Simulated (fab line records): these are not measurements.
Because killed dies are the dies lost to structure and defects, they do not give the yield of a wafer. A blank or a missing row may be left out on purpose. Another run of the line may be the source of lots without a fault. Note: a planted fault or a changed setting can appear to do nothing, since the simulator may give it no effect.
Check of tool commonality	flow gf180mcu	Sample size 11 lots and 36 wafers

== REASON IT WAS OPENED ==
Of 11 lots, 1 have the reading VT_IMPLANT_3_TW flagged at GF_VT_IMPLANT_TW_MEAS_32. Fault-free wafers read 269.0, with a standard deviation of 2.5.
Rule: a lot is flagged in two cases, either no wafer of it has a number, or all its wafers with numbers fall more than 4 standard deviations from that mean. As for the other lots, they are considered sound.

lot	measured	on	VT_IMPLANT_3_TW, wafer by wafer	flag
L726	day 7 10:46	filmMetro-03	267.6 267.9 268.2	
L727	day 7 16:00	filmMetro-02	266.1 265.7 267.6	
L729	day 8 06:17	filmMetro-03	30.2 30.1 30.2 30.1 30.2 30.1	FLAGGED
L732	day 9 02:33	filmMetro-02	267.5 265.7 265.3	
L740	day 11 08:49	filmMetro-03	269.9 269.5 268.9	
L741	day 11 17:40	filmMetro-01	270.9 271.5 272.7	
L743	day 12 04:02	filmMetro-02	265.2 265.0 265.5	
L744	day 12 11:11	filmMetro-01	271.9 271.6 272.0	
L745	day 12 16:46	filmMetro-03	265.9 265.7 267.6	
L746	day 13 00:46	filmMetro-02	268.6 268.0 267.1	
L747	day 13 05:52	filmMetro-01	270.1 272.4 272.2	
On average the flagged lots' numbers are 30.1, which is -238.8 against the usual, or -96 standard deviations.

== WHICH TOOL RAN EACH LOT ==
The record holds 2 process steps before the reading, out of a route of 602 steps. Each cell gives the tool, then ch followed by the chambers the sampled wafers passed through, then the start.
lot	flag	GF_VT_IMPLANT_STRIP_20	GF_VT_IMPLANT_STRIP_31
L726		plasmaAsher-04 ch 0,1, day 6 19:08	plasmaAsher-03 ch 0,1, day 7 10:41
L727		plasmaAsher-02 ch 0,1, day 7 00:20	plasmaAsher-02 ch 0,1, day 7 15:54
L729	FLAGGED	plasmaAsher-03 ch 0,1, day 7 13:35	plasmaAsher-03 ch 0,1, day 8 06:11
L732		plasmaAsher-02 ch 1, day 8 09:23	plasmaAsher-03 ch 0,1, day 9 02:27
L740		plasmaAsher-03 ch 0,1, day 10 14:03	plasmaAsher-02 ch 0,1, day 11 08:42
L741		plasmaAsher-02 ch 0,1, day 10 22:36	plasmaAsher-03 ch 0, day 11 17:33
L743		plasmaAsher-04 ch 0,1, day 11 09:23	plasmaAsher-03 ch 0,1, day 12 03:56
L744		plasmaAsher-02 ch 0,1, day 11 15:23	plasmaAsher-02 ch 0,1, day 12 11:05
L745		plasmaAsher-03 ch 0,1, day 11 21:33	plasmaAsher-02 ch 0,1, day 12 16:39
L746		plasmaAsher-04 ch 0,1, day 12 05:45	plasmaAsher-04 ch 1, day 13 00:40
L747		plasmaAsher-04 ch 0,1, day 12 09:53	plasmaAsher-03 ch 0,1, day 13 05:45
These steps, and what they do:
- GF_VT_IMPLANT_STRIP_20: strips in O2/N2.
- GF_VT_IMPLANT_STRIP_31: strips in O2/N2.
- GF_VT_IMPLANT_TW_MEAS_32

== FLAGGED AGAINST TOTAL, ONE TOOL AT A TIME (gauges that did the reading follow at the end) ==
step	tool	lots run	flagged	share of the flagged lots	sound lots run after its first flagged lot
GF_VT_IMPLANT_STRIP_20	plasmaAsher-02	4	0	none	-
GF_VT_IMPLANT_STRIP_20	plasmaAsher-03	3	1	all	2 (L740,L745)
GF_VT_IMPLANT_STRIP_20	plasmaAsher-04	4	0	none	-
GF_VT_IMPLANT_STRIP_31	plasmaAsher-02	4	0	none	-
GF_VT_IMPLANT_STRIP_31	plasmaAsher-03	6	1	all	4 (L732,L741,L743,L747)
GF_VT_IMPLANT_STRIP_31	plasmaAsher-04	1	0	none	-
GF_VT_IMPLANT_TW_MEAS_32	filmMetro-01	3	0	none	-
GF_VT_IMPLANT_TW_MEAS_32	filmMetro-02	4	0	none	-
GF_VT_IMPLANT_TW_MEAS_32	filmMetro-03	4	1	all	2 (L740,L745)

== THE TABLE: WHAT IT ALLOWS ==
Every flagged lot was run by 3 rows of the table: plasmaAsher-03 at GF_VT_IMPLANT_STRIP_20, plasmaAsher-03 at GF_VT_IMPLANT_STRIP_31 and filmMetro-03 at GF_VT_IMPLANT_TW_MEAS_32.
- plasmaAsher-03 at GF_VT_IMPLANT_STRIP_20: 1 of its 3 lots flagged. After the first flagged lot (L740, L745), sound lots still ran on it; a lasting fault on the whole tool would not permit that. Its own readings lie more than 4 standard deviations out on every wafer of the flagged lots: oesProductAu.
- plasmaAsher-03 at GF_VT_IMPLANT_STRIP_31: 1 of its 6 lots flagged. After the first flagged lot (L732, L741, L743, L747), sound lots still ran on it; a lasting fault on the whole tool would not permit that. Its own readings lie more than 4 standard deviations out on every wafer of the flagged lots: stripTimeToEndpointS.
- filmMetro-03 at GF_VT_IMPLANT_TW_MEAS_32: 1 of its 4 lots flagged. After the first flagged lot (L740, L745), sound lots still ran on it; a lasting fault on the whole tool would not permit that.
Not one row of the table ran every flagged lot while running no sound lot after the first.

== WHAT THE SIMULATOR HAD INSERTED ==
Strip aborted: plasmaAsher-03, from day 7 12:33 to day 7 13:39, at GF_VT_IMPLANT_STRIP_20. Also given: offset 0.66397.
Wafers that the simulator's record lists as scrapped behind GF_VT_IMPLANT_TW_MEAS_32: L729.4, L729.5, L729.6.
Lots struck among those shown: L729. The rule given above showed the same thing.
